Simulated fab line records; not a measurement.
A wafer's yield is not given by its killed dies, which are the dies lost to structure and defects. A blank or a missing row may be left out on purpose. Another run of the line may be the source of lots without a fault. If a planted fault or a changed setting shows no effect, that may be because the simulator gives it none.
What tool caused it? | flow gf180mcu | Sampling: 13 lots, 39 wafers, 4 of 602 route steps

## WHAT THE GAUGES READ, wafer by wafer
GF_STI_THK_MEAS_02. Usual: for STI_OXIDATION_THK the level is 9.93 nm and the standard deviation is 0.22.
lot  | measured    | on            | STI_OXIDATION_THK (nm) | flag
L149 | day 1 11:32 | film_metro-01 | 9.87 10.16 9.86        |
L151 | day 1 22:16 | film_metro-02 | 9.72 9.69 9.74         |
L152 | day 2 02:39 | film_metro-02 | 9.38 9.49 9.52         |
L153 | day 2 07:31 | film_metro-03 | 9.78 9.71 9.74         |
L156 | day 2 22:31 | film_metro-03 | 10.19 10.05 10.16      |
L159 | day 3 13:31 | film_metro-03 | 10.12 10.10 10.12      |
L160 | day 3 18:36 | film_metro-02 | 9.86 9.83 9.82         |
L161 | day 3 23:46 | film_metro-03 | 9.98 9.96 9.95         |
L164 | day 4 14:32 | film_metro-02 | 10.20 10.12 10.13      |
L166 | day 5 00:31 | film_metro-02 | 9.49 9.60 9.43         |
L168 | day 5 10:31 | film_metro-03 | 9.82 9.88 9.81         |
L171 | day 6 02:43 | film_metro-02 | 10.19 10.03 10.17      |
L172 | day 6 06:31 | film_metro-03 | 9.80 9.90 9.79         |

GF_NWELL_OVL_MEAS_07. Usual: for NWELL_OVL the level is -0.3 nm and the standard deviation is 1.5.
lot  | measured    | on         | NWELL_OVL (nm) | flag
L149 | day 3 07:22 | overlay-01 | -2.3 -1.6 -3.6 |
L151 | day 3 18:42 | overlay-02 | 0.5 -1.8 -1.2  |
L152 | day 4 00:40 | overlay-01 | -0.9 0.3 -0.8  |
L153 | day 4 05:42 | overlay-02 | 0.1 -2.6 -1.4  |
L156 | day 5 02:09 | overlay-01 | 1.9 0.0 -0.1   |
L159 | day 5 11:16 | overlay-02 | 37.0 35.4 38.4 | OFF
L160 | day 5 14:28 | overlay-02 | 37.8 38.8 36.2 | OFF
L161 | day 5 20:55 | overlay-01 | 38.1 38.4 36.0 | OFF
L164 | day 6 23:31 | overlay-02 | -0.1 0.5 1.6   |
L166 | day 7 02:01 | overlay-01 | 0.1 0.6 0.6    |
L168 | day 7 12:16 | overlay-01 | 1.7 1.4 0.4    |
L171 | day 8 14:10 | overlay-02 | 0.1 0.9 1.0    |
L172 | day 8 14:19 | overlay-01 | 0.4 0.0 2.2    |

GF_MVSD_OVL_MEAS_07. Usual: for MVSD_OVL the level is 0.6 nm and the standard deviation is 1.5.
lot  | measured     | on         | MVSD_OVL (nm)  | flag
L149 | day 4 10:55  | overlay-02 | -0.1 2.2 -0.9  |
L151 | day 4 22:30  | overlay-01 | -1.3 -2.2 2.1  |
L152 | day 5 05:16  | overlay-01 | 2.8 3.6 1.1    |
L153 | day 5 08:57  | overlay-01 | -1.8 -1.3 -1.6 |
L156 | day 6 01:03  | overlay-01 | 0.8 2.0 -0.1   |
L159 | day 6 15:28  | overlay-01 | -0.6 0.9 1.6   |
L160 | day 6 21:46  | overlay-02 | 2.2 1.9 0.8    |
L161 | day 7 04:12  | overlay-01 | -0.2 0.1 -0.8  |
L164 | day 8 08:34  | overlay-02 | 0.3 3.1 1.6    |
L166 | day 8 10:25  | overlay-01 | -0.5 4.0 2.2   |
L168 | day 8 20:49  | overlay-02 | 1.3 0.4 -0.2   |
L171 | day 10 02:13 | overlay-02 | 0.8 0.0 2.2    |
L172 | day 10 02:28 | overlay-01 | 2.0 1.5 1.6    |

## TOOL THAT RAN EACH LOT (tool first, then ch and the chambers of the sampled wafers, then the start)
lot  | GF_NWELL_EXPOSE_04
L149 | iline_stepper-01 ch 0, day 3 00:35
L151 | iline_stepper-01 ch 0, day 3 12:36
L152 | iline_stepper-01 ch 0, day 3 18:11
L153 | iline_stepper-01 ch 0, day 3 23:06
L156 | iline_stepper-01 ch 0, day 4 19:03
L159 | iline_stepper-01 ch 0, day 5 07:26
L160 | iline_stepper-01 ch 0, day 5 10:21
L161 | iline_stepper-01 ch 0, day 5 13:54
L164 | iline_stepper-02 ch 0, day 6 16:55
L166 | iline_stepper-02 ch 0, day 6 19:17
L168 | iline_stepper-02 ch 0, day 7 05:22
L171 | iline_stepper-02 ch 0, day 8 06:31
L172 | iline_stepper-02 ch 0, day 8 06:36
- GF_NWELL_EXPOSE_04: exposes mask Nwell, target cd 860 nm.

## WHAT THE TOOLS THEMSELVES READ (means of the sampled wafers that have a number; where no wafer has one, the mark that the record gives instead)
GF_NWELL_EXPOSE_04. Usual: 259.99 for exposure_dose_mJ_cm2, sd 0.26.
lot  | tool             | exposure_dose_mJ_cm2 | flag
L149 | iline_stepper-01 | 259.86               |
L151 | iline_stepper-01 | 260.18               |
L152 | iline_stepper-01 | 260.24               |
L153 | iline_stepper-01 | 259.88               |
L156 | iline_stepper-01 | 259.99               |
L159 | iline_stepper-01 | 260.11               |
L160 | iline_stepper-01 | 259.94               |
L161 | iline_stepper-01 | 260.18               |
L164 | iline_stepper-02 | 259.97               |
L166 | iline_stepper-02 | 259.60               |
L168 | iline_stepper-02 | 259.94               |
L171 | iline_stepper-02 | 259.75               |
L172 | iline_stepper-02 | 259.97               |

## THE ANSWER, worked out from the rows above alone
Rule: a lot counts as off when the mean over its wafers that have a number is more than 3 standard deviations away from the usual mean. Also off: a lot with no number at a reading for which 4 or more lots have one. The other lots that the step has rows for count as sound. After the gauges, taken in route order, come the tools' own readings; for these a lot's mean is taken, as printed above. At the first step where some lot is off, the reading lying furthest off is the one used; lots without a number count as furthest.
Off: L159, L160, L161, at GF_NWELL_OVL_MEAS_07 (NWELL_OVL).
If a tool, at a process step before that reading, ran all the lots that are off and no sound lot after the first of them, it fits. The gauges at GF_NWELL_OVL_MEAS_07 are tried like those tools. One candidate fits, namely iline_stepper-01 at GF_NWELL_EXPOSE_04. A fault onset in the window from L156 (day 4 19:03, its last sound lot) to L159 (day 5 07:26, its first lot off) fits.

## WHAT THE SIMULATOR HAD PUT IN
Scanner matching overlay: iline_stepper-01, from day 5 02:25 on, at GF_NWELL_EXPOSE_04. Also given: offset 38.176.
Lots struck among those shown: L159, L160, L161. Same finding as the rule above.
